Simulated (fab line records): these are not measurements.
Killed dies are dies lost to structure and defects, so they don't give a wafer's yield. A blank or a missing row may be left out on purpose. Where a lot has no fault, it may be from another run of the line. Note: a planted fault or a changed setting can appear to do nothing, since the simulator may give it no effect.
A lot that was struck, set against a sound lot | flow gf180mcu | 30 steps out of a route of 602
Sound: wafers L525.3, L525.5, L525.6. Struck: wafer L530.3 (L530.1, L530.4, from the same lot, were not struck and are left out); the cause is given at the end.
For every step that has rows: the tool of each side, followed by ch and its chambers, followed by its first start. Under that, the readings that differ: sound wafers | struck wafers | difference of the means | sigmas: that difference in standard deviations of wafers without a fault.
alike: readings whose means differ by less than 2 such deviations, and words and numbers that are the same on both sides. not compared: withheld readings, readings that some wafer has no value for, bounds like >300 that may hide the same value, and numbers for which the record gives no deviation and whose values overlap.
The two part at a step that has a row with sigmas, a row that says differs or no value, or rows on one side only. When numbers do not overlap yet have no deviation, they are printed without sigmas and do not part them. A reading that every wafer of one side lacks parts them only if that side has two wafers or more.

first, 3 steps without rows for these wafers: GF_PSD_EXPOSE_04 (exposes mask Pplus, target cd 400 nm); GF_PSD_PEB_05; GF_PSD_DEVELOP_06 (develop time 60 s).
GF_PSD_CD_MEAS_07: the cd target is 400 nm.
  sound on cd-sem-02, day 14 18:41; struck on cd-sem-01, day 16 15:37
  alike: cd-nm
GF_PSD_OVL_MEAS_08:
  sound on overlay-02, day 14 18:47; struck on overlay-01, day 16 15:44
  alike: PSD_OVL
after that, 1 step had no rows for these wafers: GF_PSD_IMPLANT_09.
GF_PSD_STRIP_10: strips in O2/N2.
  sound on plasma-asher-04 ch 0,1, day 14 18:59; struck on plasma-asher-04 ch 0, day 16 15:55
  alike: drypump-motor-current-A, heater-power-w, oes-product-au, strip-time-to-endpoint-s
  not compared: rf-hours-counter-h
GF_PSD_TW_MEAS_11:
  sound on film-metro-03, day 14 19:05; struck on film-metro-02, day 16 16:02
  alike: PSD_TW
then, 1 step without rows for these wafers: GF_PSD_CLEAN_12 (cleans in SC1/SC2, time 150 s).
GF_PSD_RTA_13: time 20 s.
  sound on rtp-anneal-01 ch 0, day 14 19:12; struck on rtp-anneal-02 ch 0, day 16 16:08
  alike: chamber-o2-ppm, lamp-power-pct, wafer_temp_C_max
GF_PSD_RS_MEAS_14: the measuring method here is four-point-probe.
  sound on film-metro-02, day 14 19:17; struck on film-metro-03, day 16 16:13
  alike: NSD_RS
GF_PSD_RS_MEAS_15: the measuring method here is four-point-probe.
  sound on film-metro-02, day 14 19:25; struck on film-metro-03, day 16 16:20
  alike: PSD_RS
GF_SAB_CVD_00: deposits SiO2 from TEOS, target thk 50 nm, time 4.9302 s.
  sound on pecvd-04 ch 0,2, day 14 19:29; struck on pecvd-04 ch 1, day 16 16:28
  reading                              | sound             | struck | difference | sigmas
  model.SiO2_of_SAB_CVD_00.thk-nm (nm) | 49.92 50.13 50.82 | 87.59  | +37.30     |
  alike: heater-power-w, susceptor-temp-C
GF_SAB_THK_MEAS_01:
  sound on film-metro-03, day 14 19:32; struck on film-metro-01, day 16 16:29
  reading             | sound          | struck | difference | sigmas
  SAB_CVD_00_THK (nm) | 49.9 50.2 50.8 | 87.6   | +37.3      | +68
then, 7 steps without rows for these wafers: GF_SAB_DEHYDRATE_02 (time 60 s); GF_SAB_HMDS_03 (prime time 60 s); GF_SAB_COAT_04 (resist thk 1000 nm); GF_SAB_SOFTBAKE_05 (time 60 s); GF_SAB_EXPOSE_06 (exposes mask SAB, target cd 420 nm); GF_SAB_PEB_07; GF_SAB_DEVELOP_08 (develop time 60 s).
GF_SAB_CD_MEAS_09: the cd target is 420 nm.
  sound on cd-sem-01, day 15 17:11; struck on cd-sem-01, day 17 14:42
  alike: cd-nm
GF_SAB_OVL_MEAS_10:
  sound on overlay-01, day 15 17:17; struck on overlay-02, day 17 14:49
  alike: SAB_OVL
GF_SAB_ETCH_11: etches SiO2 in C4F8/O2/Ar, target depth 55 nm, time 8.5 s.
  sound on rie-diel-01 ch 0,1,2, day 15 17:19; struck on rie-diel-03 ch 1, day 17 14:52
  alike: oes-product-au
  not compared: rf-hours-counter-h
then, 1 step without rows for these wafers: GF_SAB_WET_ETCH_12 (etches SiO2 in dHF, target depth 22 nm, time 440 s).
GF_SAB_STRIP_13: strips in O2/N2.
  sound on plasma-asher-03 ch 0,1, day 15 17:30; struck on plasma-asher-01 ch 1, day 17 15:01
  alike: drypump-motor-current-A, heater-power-w, oes-product-au, strip-time-to-endpoint-s
  not compared: rf-hours-counter-h
then, 1 step without rows for these wafers: GF_SALICIDE_CLEAN_00 (cleans in SC1/SC2, time 150 s).
GF_SALICIDE_WET_ETCH_01: etches SiO2 in dHF, target depth 5 nm, time 100 s.
  sound on wet-bench-04 ch 1, day 15 17:37; struck on wet-bench-04 ch 3, day 17 15:10
  reading                              | sound           | struck | difference | sigmas
  model.SiO2_of_SAB_CVD_00.thk-nm (nm) | 39.29 39.5 40.2 | 76.92  | +37.26     |
GF_SALICIDE_SPUTTER_02: material Co, target thk 10 nm, time 20 s.
  sound on pvd-sputter-04, day 15 17:40; struck on pvd-sputter-01, day 17 15:12
  reading                | sound                | struck | difference | sigmas
  cathode-dc-power-W (W) | 999.49 1000.1 999.89 | 1000.3 | +0.5       | +2
  throttle-valve-pct (%) | 28.0 27.9 28.9       | 31.2   | +2.9       | +3
GF_PASSIVATION_PROBE_99:
  rows exist in the record for the sound wafers here (prober-02, day 29 15:22), none for the struck ones

== WHERE THEY PART ==
Earliest at GF_SAB_THK_MEAS_01; latest, in this record, at GF_PASSIVATION_PROBE_99.

WHY: what the simulator had put in
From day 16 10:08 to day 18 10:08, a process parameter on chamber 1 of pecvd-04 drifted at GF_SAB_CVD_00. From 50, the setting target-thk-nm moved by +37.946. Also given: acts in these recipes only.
